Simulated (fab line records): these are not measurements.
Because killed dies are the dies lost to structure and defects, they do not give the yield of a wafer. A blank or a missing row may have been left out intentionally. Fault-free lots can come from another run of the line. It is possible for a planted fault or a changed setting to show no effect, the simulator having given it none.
fab line records    flow sky130
record: lots: 7  wafers: 21  last_day: 50
route steps=708 shown NWELL@78 PWDE@84 VT_ADJUST_HVTP@85
lots that met no fault: taken from a fault-free run of the same line
start_h: hours from the record's first day to the start of the lot's first wafer shown    wait_h: how many hours have passed since the lot's step before this one    " identical to the entry in the row above    L1.1+2: a row that stands for several wafers    - no value, or no start given    * or withheld: withheld    < > ~ a bound
route shown NAME@n: NAME is a module with steps in the file, n the number in the route of the first one    usual: mean/standard deviation of fault-free wafers    same: alike in all rows    chamber/n: place in a boat    sites: readings site by site    _std_site: their standard deviation    _edge_site: mean of outer sites minus mean of inner sites    radius_mm: for every site, how far away it sits from the centre of the wafer    mask NAME#n: copy n    behind: tool/chamber where the wafer was last shaped    hold: what put the lot on hold/how long, in hours/how the hold closed    device: the transistor (n, p or np) that didn't switch    end of line: tests of these same wafers at the route's end    a step given without rows: its recipe and nothing more    killed: count of dies lost to structure and defects at first sort (not the wafer's yield)    map: a wafer's dies, x killed, . not, _ none there
set.NAME: setting as actually run; set.NAME@STEP: the setting as run at that earlier step    model.NAME: the simulator's own value behind a step, which no gauge read
lots at some steps of the route; a table a step, a row a wafer
services: a tool's chamber out of use, with start hour (start_h, from the record's first day; less than 0 if before it), hours out, and reason
== steps ==
step: SKY_NWELL_STRIP_25
recipe: chemistry: O2/N2  power_w: 1400  pressure_mtorr: 1500  platen_temp_c: withheld  o2_flow_sccm: 3000  n2_flow_sccm: 300  overash_fraction: 0.5
usual: drypump_motor_current_A: 5.7/0.48  oes_product_au: 0.722/0.0044  strip_time_to_endpoint_s: 36.87/0.1
lot.wafer  tool             chamber  start_h  wait_h  drypump_motor_current_A  oes_product_au  rf_hours_counter_h  strip_time_to_endpoint_s
L344.4     plasma_asher-04  0        110.46   0.1     5.2                      0.725           -                   36.91
L344.5     "                1        "        "       6.5                      0.720           -                   36.98
L344.6     "                0        "        "       5.1                      0.727           -                   36.94
L354.3     plasma_asher-01  0        172.16   0.1     5.5                      0.728           -                   36.93
L354.4     "                1        "        "       5.2                      0.726           -                   36.89
L354.6     "                0        "        "       5.5                      0.723           -                   36.99
L355.1     plasma_asher-02  1        176.98   0.1     5.9                      0.713           6                   36.73
L355.2     "                0        "        "       5.9                      0.719           6                   36.85
L355.4     "                1        "        "       5.9                      0.724           -                   36.81
L356.1     plasma_asher-01  0        183.05   0.1     5.5                      0.721           41                  36.99
L356.4     "                0        "        "       5.5                      0.717           -                   36.76
L356.5     "                1        "        "       5.2                      0.715           -                   36.85
L362.3     plasma_asher-04  0        221.72   0.1     5.2                      0.724           -                   36.90
L362.5     "                1        "        "       6.4                      0.718           -                   36.94
L362.6     "                0        "        "       5.2                      0.718           -                   37.04
L363.2     plasma_asher-04  0        222.30   0.1     5.2                      0.720           53                  36.84
L363.4     "                1        "        "       6.5                      0.713           -                   36.79
L363.5     "                0        "        "       5.1                      0.719           -                   36.87
L364.1     plasma_asher-04  0        229.23   0.1     5.1                      0.726           54                  36.81
L364.2     "                1        "        "       6.4                      0.723           54                  36.80
L364.6     "                1        "        "       6.4                      0.723           -                   36.80
step: SKY_NWELL_TW_MEAS_26
usual: NWELL_2_TW: 497/4.9
lot.wafer  tool           chamber  start_h  wait_h  NWELL_2_TW
L344.4     film_metro-02  -        110.56   0.1     502
L344.5     "              -        "        "       502
L344.6     "              -        "        "       503
L354.3     film_metro-03  -        172.25   0.1     489
L354.4     "              -        "        "       490
L354.6     "              -        "        "       493
L355.1     film_metro-01  -        177.08   0.1     499
L355.2     "              -        "        "       501
L355.4     "              -        "        "       503
L356.1     film_metro-03  -        183.15   0.1     488
L356.4     "              -        "        "       490
L356.5     "              -        "        "       486
L362.3     film_metro-01  -        221.83   0.1     499
L362.5     "              -        "        "       504
L362.6     "              -        "        "       498
L363.2     film_metro-03  -        222.41   0.1     492
L363.4     "              -        "        "       490
L363.5     "              -        "        "       491
L364.1     film_metro-02  -        229.33   0.1     501
L364.2     "              -        "        "       498
L364.6     "              -        "        "       499
step: SKY_NWELL_CLEAN_27
recipe: chemistry: SC1/SC2  mix: 1:4:20  temp_c: 70  time_s: 150  dry: n2_spin
step: SKY_NWELL_RTA_28
recipe: temp_c: 1050  time_s: 30  idle_temp_c: 650  ramp_up_c_per_s: 150  ramp_down_c_per_s: 90  ambient: N2
usual: lamp_power_pct: 25.30/0.061  wafer_temp_C_max: 1054.7/0.97
lot.wafer  tool           chamber  start_h  wait_h  lamp_power_pct  wafer_temp_C_max
L344.4     rtp_anneal-01  0        110.69   0.1     25.35           1054.0
L344.5     "              0        "        "       25.19           1055.8
L344.6     "              0        "        "       25.30           1053.9
L354.3     rtp_anneal-01  0        172.37   0.0     25.34           1054.7
L354.4     "              0        "        "       25.35           1054.1
L354.6     "              0        "        "       25.29           1054.4
L355.1     rtp_anneal-01  0        177.19   0.0     25.35           1056.7
L355.2     "              0        "        "       25.34           1055.0
L355.4     "              0        "        "       25.28           1056.1
L356.1     rtp_anneal-02  0        183.26   0.0     25.31           1054.6
L356.4     "              0        "        "       25.29           1055.5
L356.5     "              0        "        "       25.35           1054.5
L362.3     rtp_anneal-01  0        221.95   0.0     25.34           1057.2
L362.5     "              0        "        "       25.27           1053.0
L362.6     "              0        "        "       25.32           1055.9
L363.2     rtp_anneal-02  0        222.52   0.0     25.43           1054.6
L363.4     "              0        "        "       25.29           1056.2
L363.5     "              0        "        "       25.38           1055.2
L364.1     rtp_anneal-02  0        229.49   0.0     25.23           1053.8
L364.2     "              0        "        "       25.35           1053.9
L364.6     "              0        "        "       25.32           1055.1
step: SKY_NWELL_RS_MEAS_29
recipe: thk_meas_gauge: four-point-probe
usual: NWELL_RS: 626.5/1.6
lot.wafer  tool           chamber  start_h  wait_h  NWELL_RS[ohm/sq]
L344.4     film_metro-03  -        110.80   0.1     628.5
L344.5     "              -        "        "       627.0
L344.6     "              -        "        "       628.3
L354.3     film_metro-03  -        172.48   0.1     626.5
L354.4     "              -        "        "       626.4
L354.6     "              -        "        "       626.9
L355.1     film_metro-03  -        177.29   0.1     625.2
L355.2     "              -        "        "       626.0
L355.4     "              -        "        "       626.5
L356.1     film_metro-03  -        183.36   0.1     627.3
L356.4     "              -        "        "       626.3
L356.5     "              -        "        "       626.3
L362.3     film_metro-02  -        222.06   0.1     625.3
L362.5     "              -        "        "       627.3
L362.6     "              -        "        "       628.1
L363.2     film_metro-01  -        222.63   0.1     626.1
L363.4     "              -        "        "       627.5
L363.5     "              -        "        "       625.7
L364.1     film_metro-01  -        229.59   0.1     626.0
L364.2     "              -        "        "       624.4
L364.6     "              -        "        "       624.9
step: SKY_NWELL_RS_MEAS_31
recipe: thk_meas_gauge: four-point-probe
usual: PWDE_RS: 5272/18
lot.wafer  tool           chamber  start_h  wait_h  PWDE_RS[ohm/sq]
L344.4     film_metro-03  -        111.04   0.1     5271
L344.5     "              -        "        "       5236
L344.6     "              -        "        "       5256
L354.3     film_metro-03  -        172.72   0.1     5295
L354.4     "              -        "        "       5267
L354.6     "              -        "        "       5277
L355.1     film_metro-03  -        177.53   0.1     5279
L355.2     "              -        "        "       5285
L355.4     "              -        "        "       5277
L356.1     film_metro-03  -        183.60   0.1     5273
L356.4     "              -        "        "       5271
L356.5     "              -        "        "       5277
L362.3     film_metro-02  -        222.30   0.1     5271
L362.5     "              -        "        "       5264
L362.6     "              -        "        "       5249
L363.2     film_metro-01  -        222.87   0.1     5265
L363.4     "              -        "        "       5263
L363.5     "              -        "        "       5265
L364.1     film_metro-01  -        229.83   0.1     5300
L364.2     "              -        "        "       5288
L364.6     "              -        "        "       5319
step: SKY_VT_ADJUST_HVTP_DEHYDRATE_00
recipe: temp_c: 200  time_s: 60
step: SKY_VT_ADJUST_HVTP_HMDS_01
recipe: prime_time_s: 61.39  prime_temp_c: 120
step: SKY_VT_ADJUST_HVTP_COAT_02
recipe: resist: NOVOLAK  spin_rpm: 3000  resist_thk_nm: 1140
step: SKY_VT_ADJUST_HVTP_SOFTBAKE_03
recipe: temp_c: 90  time_s: 60  resist: NOVOLAK
step: SKY_VT_ADJUST_HVTP_EXPOSE_04
recipe: mask_id: HVTPM  na: 0.6  source_shape: conventional  sigma_outer: 0.6  polarization: unpolarized  target_cd_nm: 380  dose_mj: 140
step: SKY_VT_ADJUST_HVTP_PEB_05
recipe: temp_c: withheld  time_s: *  resist: NOVOLAK
usual: chill_plate_temp_C: *  exhaust_pa: 44.9/0.97  resist_line_temp_C: *
lot.wafer  tool            chamber  start_h  wait_h  chill_plate_temp_C  exhaust_pa  resist_line_temp_C
L344.4     litho_track-04  0        129.06   -       *                   44.5        *
L344.5     "               0        "        "       *                   43.8        *
L344.6     "               0        "        "       *                   45.3        *
L354.3     litho_track-03  -        193.79   -       -                   -           -
L354.4     "               -        "        "       -                   -           -
L354.6     "               -        "        "       -                   -           -
L355.1     litho_track-03  -        198.74   -       -                   -           -
L355.2     "               -        "        "       -                   -           -
L355.4     "               -        "        "       -                   -           -
L356.1     litho_track-03  -        204.29   -       -                   -           -
L356.4     "               -        "        "       -                   -           -
L356.5     "               -        "        "       -                   -           -
L362.3     litho_track-03  0        244.99   -       *                   43.3        *
L362.5     "               0        "        "       *                   44.4        *
L362.6     "               0        "        "       *                   44.0        *
L363.2     litho_track-03  0        245.62   -       *                   46.4        *
L363.4     "               0        "        "       *                   44.8        *
L363.5     "               0        "        "       *                   45.5        *
L364.1     litho_track-04  0        252.04   -       *                   43.7        *
L364.2     "               0        "        "       *                   45.2        *
L364.6     "               0        "        "       *                   45.6        *
step: SKY_VT_ADJUST_HVTP_DEVELOP_06
recipe: resist: NOVOLAK  developer: TMAH  develop_time_s: 60  dev_temp_c: 23
== services ==
tool             chamber  start_h  hours  kind
plasma_asher-02  -        108.75   9.0    pm
plasma_asher-02  0        108.75   9.0    vent_cycle
plasma_asher-02  1        108.75   9.0    vent_cycle
plasma_asher-02  0        117.75   -      clean
plasma_asher-02  1        117.75   -      clean
plasma_asher-04  -        131.09   0.3    repair
plasma_asher-02  -        193.56   0.6    repair
plasma_asher-04  -        201.56   1.4    repair
plasma_asher-04  -        205.25   5.7    repair
== key ==
first_sign: step: SKY_VT_ADJUST_HVTP_PEB_05  reading: tool_record  direction: missing
effect none on later readings
met_at SKY_VT_ADJUST_HVTP_PEB_05
struck_wafers L354.3,L354.4,L354.6,L355.1,L355.2,L355.4,L356.1,L356.4,L356.5
sort_left_out L354.3,L354.4,L354.6,L355.1,L355.2,L355.4,L356.1,L356.4,L356.5
tester_left_out L354,L355,L356
fault: kind: skipped_step_whole  tool: litho_track-03  chamber: -  onset_h: 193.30  steps: SKY_VT_ADJUST_HVTP_PEB_05  scope: struck_lots_only
tester_left_out: of these lots the tester's yield and bins aren't shown, on N5 and GAA mostly nor the transistor test; their killed dies are dies lost to structure and defects alone, not to doping, threshold or leakage, so they don't give the yield
sort_left_out: the simulated sort isn't trusted on such a fault, so these wafers' sort isn't shown, and their yield isn't known
